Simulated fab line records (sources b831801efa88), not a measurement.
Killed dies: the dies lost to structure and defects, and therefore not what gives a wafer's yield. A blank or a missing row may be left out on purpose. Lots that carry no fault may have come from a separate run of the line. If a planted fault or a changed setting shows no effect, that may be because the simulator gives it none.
Matching of chambers || flow sky130 || 4 sister chambers for SKY_VIA2_CMP_02 on cmp-02
The step polishes SiO2. 8 wafers are shown with their chamber, then 7 later ones without.

== EACH WAFER AND ITS CHAMBER ==
{"wafer": "L407.2", "chamber": 0, "motor-current-A (A)": 11.8}
{"wafer": "L410.5", "chamber": 3, "motor-current-A (A)": 12.7}
{"wafer": "L410.6", "chamber": 2, "motor-current-A (A)": 13.5}
{"wafer": "L414.3", "chamber": 0, "motor-current-A (A)": 12.8}
{"wafer": "L414.4", "chamber": 1, "motor-current-A (A)": 14.1}
{"wafer": "L414.5", "chamber": 2, "motor-current-A (A)": 12.7}
{"wafer": "L420.1", "chamber": 1, "motor-current-A (A)": 13.5}
{"wafer": "L420.5", "chamber": 3, "motor-current-A (A)": 13.2}

== WAFERS WITH NO CHAMBER GIVEN ==
{"wafer": "L420.6", "motor-current-A (A)": 12.9}
{"wafer": "L421.2", "motor-current-A (A)": 13.2}
{"wafer": "L421.4", "motor-current-A (A)": 11.3}
{"wafer": "L421.5", "motor-current-A (A)": 12.9}
{"wafer": "L426.4", "motor-current-A (A)": 13.2}
{"wafer": "L426.5", "motor-current-A (A)": 13.6}
{"wafer": "L426.6", "motor-current-A (A)": 13.2}

== CHAMBER TAKEN BY EACH ==
{"wafer": "L420.6", "from the rows above": "can't be placed: 3 or 2 or 0 or 1", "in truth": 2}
{"wafer": "L421.2", "from the rows above": "can't be placed: 2 or 3 or 1 or 0", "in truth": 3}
{"wafer": "L421.4", "from the rows above": "can't be placed: 0 or 3 or 2", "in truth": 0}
{"wafer": "L421.5", "from the rows above": "can't be placed: 3 or 2 or 0 or 1", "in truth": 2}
{"wafer": "L426.4", "from the rows above": "can't be placed: 2 or 3 or 1 or 0", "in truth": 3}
{"wafer": "L426.5", "from the rows above": "can't be placed: 1 or 2 or 3", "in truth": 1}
{"wafer": "L426.6", "from the rows above": "can't be placed: 2 or 3 or 1 or 0", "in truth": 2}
Correctly placed: 0 of 7. Not placeable from these rows: 7 (in 7, the candidates include the true chamber). Placed wrongly: 0.
How it was worked out, from the rows above alone: a wafer's distance from a chamber is the root of the sum, over the readings, of the square of ((its reading less the chamber's mean) divided by the reading's scatter). If the next closest chamber is less than 2 further off than the closest, the wafer can't be placed; otherwise it belongs to the closest. A chamber's mean is the mean of its shown wafers. The scatter is the square root of a quotient: the sum, over the shown wafers, of each reading's squared deviation from its chamber's mean, divided by wafers minus chambers.
